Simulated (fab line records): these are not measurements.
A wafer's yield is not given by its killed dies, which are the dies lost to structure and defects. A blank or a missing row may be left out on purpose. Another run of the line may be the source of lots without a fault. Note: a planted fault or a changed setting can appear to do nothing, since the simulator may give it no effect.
Split-lot study ; flow sfq line ; 23 wafers read across 5 lots, on a route 325 steps long

## ABOUT THE SPLIT
At SFQ_TRILAYER_M0_DEP_SPUTTER_019 (material Nb, target thk 200 nm, time 133.3 s), the setting time s was moved away from the recipe's 133.3 s on 6 of the 23 wafers read, by -12.5% to +7.9%. The other wafers ran this setting at the recipe's value.

## FROM SPLIT TO READING: 1 step shown by the file between the two
- SFQ_M0_RS_MEAS_904: measures by four-point-probe

## THE READING
oes product au, in a.u., at SFQ_TRILAYER_M0_ETCH_METAL_ETCH_024 (etches Nb in Cl2/Ar, stops on SiO2, target depth 240 nm, time 120 s). Fault-free wafers of this fab line usually give 0.896 a.u., standard deviation 0.0082 a.u.

wafer;tool, chamber at the split;time s as run, s;against the recipe;oes product au, a.u.;against lot-mates on the recipe
L076.1;pvd sputter-06, -;133.3;recipe;0.898;-
L076.3;pvd sputter-06, -;133.3;recipe;0.890;-
L076.5;pvd sputter-06, -;133.3;recipe;0.900;-
L077.1;pvd sputter-03, -;133.3;recipe;0.903;-
L077.2;pvd sputter-03, -;133.3;recipe;0.898;-
L077.3;pvd sputter-03, -;133.3;recipe;0.886;-
L077.5;pvd sputter-03, -;133.3;recipe;0.891;-
L077.6;pvd sputter-03, -;133.3;recipe;0.902;-
L078.1;pvd sputter-05, -;142.9;+7.2%;0.933;+0.043
L078.2;pvd sputter-05, -;142.9;+7.2%;0.940;+0.050
L078.3;pvd sputter-05, -;133.3;recipe;0.884;-
L078.5;pvd sputter-05, -;133.3;recipe;0.888;-
L078.6;pvd sputter-05, -;133.3;recipe;0.898;-
L083.2;pvd sputter-03, -;116.6;-12.5%;0.813;-0.073
L083.3;pvd sputter-03, -;116.6;-12.5%;0.829;-0.057
L083.4;pvd sputter-03, -;133.3;recipe;0.886;-
L083.5;pvd sputter-03, -;133.3;recipe;0.884;-
L083.6;pvd sputter-03, -;133.3;recipe;0.888;-
L085.1;pvd sputter-06, -;133.3;recipe;0.887;-
L085.2;pvd sputter-06, -;133.3;recipe;0.914;-
L085.3;pvd sputter-06, -;143.8;+7.9%;0.927;+0.028
L085.5;pvd sputter-06, -;143.8;+7.9%;0.930;+0.031
L085.6;pvd sputter-06, -;133.3;recipe;0.897;-

FIT RESULTS
A straight line over all 23 wafers: oes product au changes by +0.00552 a.u. for each +1% of time s; r = +0.96; the points scatter about the line by 0.0083 a.u.
The same after taking each lot's own level away (the mean of its wafers on the recipe; 23 wafers): +0.00509 a.u. for each +1%; r = +0.96; scatter 0.008 a.u.
On that fit, the largest move of time s shifts the reading by 0.064 a.u.
The span of the lots' own levels, 0.8860 to 0.8993 a.u., comes to 1.6 times the standard deviation stated above.
The two slopes are in agreement: the lot-to-lot level therefore moves the slope only a little.
Check: -0.0593 a.u. against its lot-mates is what the line predicts for one of the wafers moved furthest among these (-12.5%) when that wafer is left out of the fit. It came out at -0.073 a.u. against them.

## OTHER SPLITS APPLIED TO THESE WAFERS
Before the reading, these wafers also passed through other splits. Each is held against what the fit with the lots' levels taken away leaves over:
other split on the same wafers;wafers away from the commonest value;r with oes product au (lot level and that fit taken away)
SFQ_TRILAYER_INCOMING_OXIDATION_002 ox time s;15;+0.02
SFQ_TRILAYER_L0_LITHO_COAT_005 resist thk nm;8;+0.13
SFQ_TRILAYER_L0_ETCH_METAL_ETCH_008 icp w;8;-0.29
SFQ_TRILAYER_L0_CAP_PECVD_011 time s;5;+0.06
SFQ_TRILAYER_L0_VIA_ETCH_VIA_ETCH_016 bias w;9;-0.24

## THE WHOLE CHAIN: every reading that the file lists as answering this split, in the file's order
step;what it does;reading;change (the file's fit);r (the file's)
SFQ_TRILAYER_M0_DEP_SPUTTER_019;material Nb, target thk 200 nm, time 133.3 s;Nb_of_TRILAYER_M0_DEP_SPUTTER_019.thk nm (the simulator's own value, which no gauge read);+1.98 nm for each +1% of the setting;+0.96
SFQ_M0_RS_MEAS_904;measures by four-point-probe;M0_NB_RS;-0.00962 for each +1% of the setting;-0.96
SFQ_TRILAYER_M0_ETCH_METAL_ETCH_024;etches Nb in Cl2/Ar, stops on SiO2, target depth 240 nm, time 120 s;oes product au;+0.00508 a.u. for each +1% of the setting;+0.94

## FILE'S OWN FIT
oes product au changes by +0.00508 a.u. for each +1% of time s, r = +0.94.
